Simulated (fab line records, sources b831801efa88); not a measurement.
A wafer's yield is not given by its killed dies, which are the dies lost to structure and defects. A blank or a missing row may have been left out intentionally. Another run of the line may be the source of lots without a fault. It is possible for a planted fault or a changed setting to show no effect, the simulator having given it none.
A lot that was struck, set against a sound lot || flow sky130 || 21 out of 708 route steps
Sound: these wafers, L841.2, L841.4, L841.6. The struck wafers were L855.2, L855.3, L855.5. Last of all comes the cause.
Order at every step that has rows: each side's tool, ch and its chambers, its first start. Under that, the readings that differ: sound wafers || struck wafers || difference of the means || sigmas: that difference in standard deviations of wafers without a fault.
alike: a reading whose means differ by less than 2 such deviations, as well as words and numbers matching on both sides. not compared: withheld readings; readings where some wafer has no value; bounds like >300 that might hide an equal value; numbers whose values overlap and for which the record gives no deviation.
A row with sigmas, a row that says differs or no value, or rows on one side alone: a step with any of these is where the two part. Non-overlapping numbers with no deviation appear without sigmas and do not part them. Lack of a reading on every wafer of one side parts them only where that side has two or more wafers.

SKY_METAL5_DESCUM_14: chemistry O2, time 11 s.
  sound on rieMetal-04 ch 0,1, day 44 19:26; struck on rieMetal-01 ch 0, day 49 04:11
  alike: drypumpMotorCurrentA, oesProductAu
  not compared: rfHoursCounterH
SKY_METAL5_METAL_ETCH_15: etches the open film in Cl2/BCl3, stops on SiO2, target depth 1260 nm, time 252 s.
  sound on rieMetal-04 ch 0,1, day 44 19:28; struck on rieMetal-01 ch 0, day 49 04:13
  alike: drypumpMotorCurrentA, oesProductAu, throttleValvePct
  not compared: rfHoursCounterH
SKY_METAL5_STRIP_16: strips in O2/N2.
  sound on plasmaAsher-02 ch 0,1, day 44 19:43; struck on plasmaAsher-02 ch 0,1, day 49 04:27
{"reading": "o2FlowSccm (sccm)", "sound": "3004 3011 3009", "struck": "2991 2995 2979", "difference": -20, "sigmas": -2}
  alike: drypumpMotorCurrentA, oesProductAu, stripTimeToEndpointS
  not compared: rfHoursCounterH
then, 3 steps without rows for these wafers: SKY_METAL5_STRIP_17 (strips in post etch residue remover, time 1200 s); SKY_METAL5_CLEAN_18 (cleans in IPA, time 180 s); SKY_METAL5_CLEAN_19 (cleans in O3/DIW).
SKY_PASSIVATION_CVD_00: deposits SiO2, target thk 90 nm.
  sound on pecvd-03 ch 0,1,2, day 44 20:18; struck on pecvd-03 ch 1,2, day 49 05:02
  alike: heaterPowerW
SKY_PASSIVATION_THK_MEAS_01:
  sound: filmMetro-02 at day 44 20:20; struck: filmMetro-03 at day 49 05:04
  alike: PASSIVATION_CVD_00_THK
SKY_PASSIVATION_CVD_02: deposits Si3N4, target thk 540 nm.
  sound on pecvd-01 ch 0,2, day 44 20:23; struck on pecvd-01 ch 0,2, day 49 05:07
  alike: heaterPowerW
SKY_PASSIVATION_THK_MEAS_03:
  sound: filmMetro-02 at day 44 20:37; struck: filmMetro-03 at day 49 05:21
  alike: PASSIVATION_CVD_02_THK
then, 2 steps without rows for these wafers: SKY_PASSIVATION_DEHYDRATE_04 (time 60 s); SKY_PASSIVATION_HMDS_05 (prime time 60 s).
SKY_PASSIVATION_COAT_06: resist thk 3000 nm.
  sound on lithoTrack-04 ch 0, day 45 06:52; struck on lithoTrack-04 ch 0, day 49 13:55
{"reading": "spinSpeedRpm (rpm)", "sound": "2000.9 1997.8 2001.7", "struck": "2222.5 2222.4 2221.3", "difference": "+221.9", "sigmas": "+99 or more"}
{"reading": "model.coat_of_PASSIVATION_COAT_06.thkNm (nm)", "sound": "3013 3010 3010", "struck": "2847 2847 2855", "difference": -161, "sigmas": ""}
then, 4 steps without rows for these wafers: SKY_PASSIVATION_SOFTBAKE_07; SKY_PASSIVATION_EXPOSE_08 (exposes mask NSM, target cd 3000 nm); SKY_PASSIVATION_PEB_09; SKY_PASSIVATION_DEVELOP_10 (develop time 60 s).
SKY_PASSIVATION_ETCH_11: etches the open film in CF4/O2, stops on AlCu, target depth 725 nm, time 161.1 s.
  sound on rieDiel-03 ch 0,1,2, day 45 17:55; struck on rieDiel-02 ch 1,3, day 49 22:14
{"reading": "model.coat_of_PASSIVATION_COAT_06.thkNm (nm)", "sound": "2521 2535 2527", "struck": "2349 2360 2370", "difference": -168, "sigmas": ""}
{"reading": "model.PASSIVATION.cdNm (nm)", "sound": "2994 2997 3003", "struck": "3012 3012 3011", "difference": "+14", "sigmas": ""}
  alike: cf4FlowSccm, drypumpMotorCurrentA, oesProductAu, throttleValvePct
  not compared: rfHoursCounterH
SKY_PASSIVATION_STRIP_12: strips in O2/N2.
  sound on plasmaAsher-01 ch 0, day 45 18:01; struck on plasmaAsher-03 ch 0,1, day 49 22:20
{"reading": "stripTimeToEndpointS (s)", "sound": "31.57 31.73 31.65", "struck": "29.59 29.67 29.80", "difference": -1.96, "sigmas": -13}
  alike: drypumpMotorCurrentA, o2FlowSccm, oesProductAu
  not compared: rfHoursCounterH
then, 1 step without rows for these wafers: SKY_PAD_OPEN_DEHYDRATE_00 (time 60 s).
SKY_PAD_OPEN_PROBE_99:
  sound: prober-01 at day 46 17:23; struck: prober-02 at day 50 18:25
  alike: defectLimitedYield, killed_at_M0_to_M3, killed_at_M4_up, killedAtContacts, killedAtFrontEnd, killedAtOther, killedDies, killedOpen, killedShort, sort_bin_3_pad_short, sort_bin_5_function, sort_bin_6_memory, sortNPass, sortYieldPct

## WHERE THEY PART
At SKY_METAL5_STRIP_16 first; at SKY_PASSIVATION_STRIP_12 last (within this record only). Later steps at which nothing parts them and some readings are alike: SKY_PAD_OPEN_PROBE_99.

WHY: what had been put in by the simulator
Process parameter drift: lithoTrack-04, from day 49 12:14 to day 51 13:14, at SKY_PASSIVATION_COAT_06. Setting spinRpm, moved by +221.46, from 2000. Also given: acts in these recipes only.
